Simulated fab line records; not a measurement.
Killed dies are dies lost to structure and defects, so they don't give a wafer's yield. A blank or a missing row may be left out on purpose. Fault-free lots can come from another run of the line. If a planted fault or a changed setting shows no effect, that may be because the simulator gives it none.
A lot that was struck, set against a sound lot ; flow sky130 ; 34 out of 708 route steps
Sound: the wafers L230.3, L230.4, L230.5. Wafers L223.1, L223.2, L223.6 were the ones struck. The cause comes at the end.
Order at every step that has rows: each side's tool, ch and its chambers, its first start. Under that, the readings that differ: sound wafers ; struck wafers ; difference of the means ; sigmas: that difference in standard deviations of wafers without a fault.
alike: same words and numbers on both sides, and readings whose means sit less than 2 such deviations apart. not compared: any withheld reading, any reading some wafer has no value for, any bound like >300 that may hide the same value, and any number with overlapping values for which the record gives no deviation.
The two part at a step that has a row with sigmas, a row that says differs or no value, or rows on one side only. When numbers do not overlap yet have no deviation, they are printed without sigmas and do not part them. A reading missing from all wafers of one side parts the sides only when that side holds two or more wafers.

first, 5 steps without rows for these wafers: SKY_POLY_CUT_COAT_03 (resist thk 450 nm); SKY_POLY_CUT_SOFTBAKE_04 (time 90 s); SKY_POLY_CUT_EXPOSE_05 (exposes mask NPCM, target cd 270 nm); SKY_POLY_CUT_PEB_06; SKY_POLY_CUT_DEVELOP_07 (develop time 60 s).
SKY_POLY_CUT_CD_MEAS_08 targets a cd of 270 nm.
  sound: cdSem-02 at day 29 23:20; struck: cdSem-01 at day 27 09:34
  alike: cdNm
SKY_POLY_CUT_OVL_MEAS_09:
  sound: overlay-02 at day 29 23:25; struck: overlay-02 at day 27 09:41
reading;sound;struck;difference;sigmas
POLY_CUT_OVL (nm);-7 -4 -4;9 13 12;+16;+3
SKY_POLY_CUT_ETCH_10: etches BARC in N2/H2, stops on SiO2, time 45.9 s, target depth 60 nm.
  sound on rieDiel-02 ch 1,2,3, day 29 23:27; struck on rieDiel-03 ch 0,2, day 27 09:43
  alike: drypumpMotorCurrentA, oesProductAu, rfFwdPowerW, throttleValvePct
  not compared: rfHoursCounterH
SKY_POLY_CUT_ETCH_11: etches Si3N4 in CF4/CH2F2/Ar, stops on poly-Si, time 42.5 s, target depth 60 nm.
  sound on rieDiel-02 ch 1,2,3, day 29 23:29; struck on rieDiel-03 ch 0,2, day 27 09:46
  alike: drypumpMotorCurrentA, oesProductAu, rfFwdPowerW, throttleValvePct
  not compared: rfHoursCounterH
SKY_POLY_CUT_STRIP_12: strips in O2/N2.
  sound on plasmaAsher-01 ch 0,1, day 29 23:34; struck on plasmaAsher-01 ch 0,1, day 27 09:49
  alike: drypumpMotorCurrentA, oesProductAu, stripTimeToEndpointS
  not compared: rfHoursCounterH
then, 2 steps without rows for these wafers: SKY_SD_P_DEHYDRATE_00 (time 60 s); SKY_SD_P_HMDS_01 (prime time 60 s).
SKY_SD_P_COAT_02: resist thk 1140 nm.
  sound on lithoTrack-02 ch 0, day 30 11:47; struck on lithoTrack-04, day 27 23:43
  no value came back on the struck wafers for chillPlateTempC (C), dispensePressureKPa (kPa); on the sound wafers chillPlateTempC (C) reads 23.04 22.79 23.06
then, 4 steps without rows for these wafers: SKY_SD_P_SOFTBAKE_03 (time 60 s); SKY_SD_P_EXPOSE_04 (exposes mask PSDM, target cd 380 nm); SKY_SD_P_PEB_05; SKY_SD_P_DEVELOP_06 (develop time 60 s).
SKY_SD_P_CD_MEAS_07 targets a cd of 380 nm.
  sound: cdSem-02 at day 31 00:58; struck: cdSem-01 at day 28 13:24
reading;sound;struck;difference;sigmas
cdNm (nm);379.7 375.6 376.5;- - -;no value on the struck wafers;
SKY_SD_P_OVL_MEAS_08:
  sound: overlay-01 at day 31 01:03; struck: overlay-02 at day 28 13:31
reading;sound;struck;difference;sigmas
SD_P_OVL (nm);-1.8 -1.3 -0.5;- - -;no value on the struck wafers;
next, for these wafers, 1 step has no rows: SKY_SD_P_IMPLANT_09.
SKY_SD_P_STRIP_10: strips in O2/N2.
  sound on plasmaAsher-03 ch 0,1, day 31 01:17; struck on plasmaAsher-03 ch 0,1, day 28 13:43
  no value came back on the struck wafers for oesProductAu (a.u.), stripTimeToEndpointS (s); on the sound wafers oesProductAu (a.u.) reads 0.615 0.623 0.624
  alike: drypumpMotorCurrentA
  not compared: rfHoursCounterH
SKY_SD_P_TW_MEAS_11:
  sound: filmMetro-04 at day 31 01:23; struck: filmMetro-03 at day 28 13:49
  alike: SD_P_TW
then, 8 steps without rows for these wafers: SKY_RES_XHIGH_DEHYDRATE_00 (time 60 s); SKY_RES_XHIGH_HMDS_01 (prime time 60 s); SKY_RES_XHIGH_COAT_02 (resist thk 1140 nm); SKY_RES_XHIGH_SOFTBAKE_03 (time 60 s); SKY_RES_XHIGH_EXPOSE_04 (exposes mask URPM, target cd 1270 nm); SKY_RES_XHIGH_PEB_05; SKY_RES_XHIGH_DEVELOP_06 (develop time 60 s); SKY_RES_XHIGH_IMPLANT_07.
SKY_RES_XHIGH_STRIP_08: strips in O2/N2.
  sound on plasmaAsher-02 ch 0,1, day 32 03:26; struck on plasmaAsher-02 ch 0,1, day 29 16:03
  alike: drypumpMotorCurrentA, oesProductAu, stripTimeToEndpointS
  not compared: rfHoursCounterH
SKY_RES_XHIGH_TW_MEAS_09:
  sound: filmMetro-04 at day 32 03:31; struck: filmMetro-03 at day 29 16:09
reading;sound;struck;difference;sigmas
RES_XHIGH_TW;1629 1639 1629;2944 2961 2955;+1321;+94
then, 1 step without rows for these wafers: SKY_SD_N_DEHYDRATE_00 (time 60 s).
-- record jumps: 18 days separate the struck wafers' starts on either side; left off in module SD_N, taken up again in module PAD_OPEN, whose first shown step is the route's number 708 --
SKY_PAD_OPEN_PROBE_99:
  sound: prober-01 at day 49 12:10; struck: prober-01 at day 47 20:22
reading;sound;struck;difference;sigmas
killed_at_M4_up;6 9 5;2 3 3;-4;-2
killedAtFrontEnd;14 15 14;410 422 432;+407;+92
killedDies;90 95 93;492 492 492;+399;+41
killedOnRim;14 15 21;96 96 96;+79;+18
  alike: killed_at_M0_to_M3, killedAtContacts, killedAtOther, killedOpen, killedShort

== WHERE THEY PART ==
Last at SKY_PAD_OPEN_PROBE_99 as far as this record goes, first at SKY_POLY_CUT_OVL_MEAS_09.

WHY: whatever the simulator had introduced
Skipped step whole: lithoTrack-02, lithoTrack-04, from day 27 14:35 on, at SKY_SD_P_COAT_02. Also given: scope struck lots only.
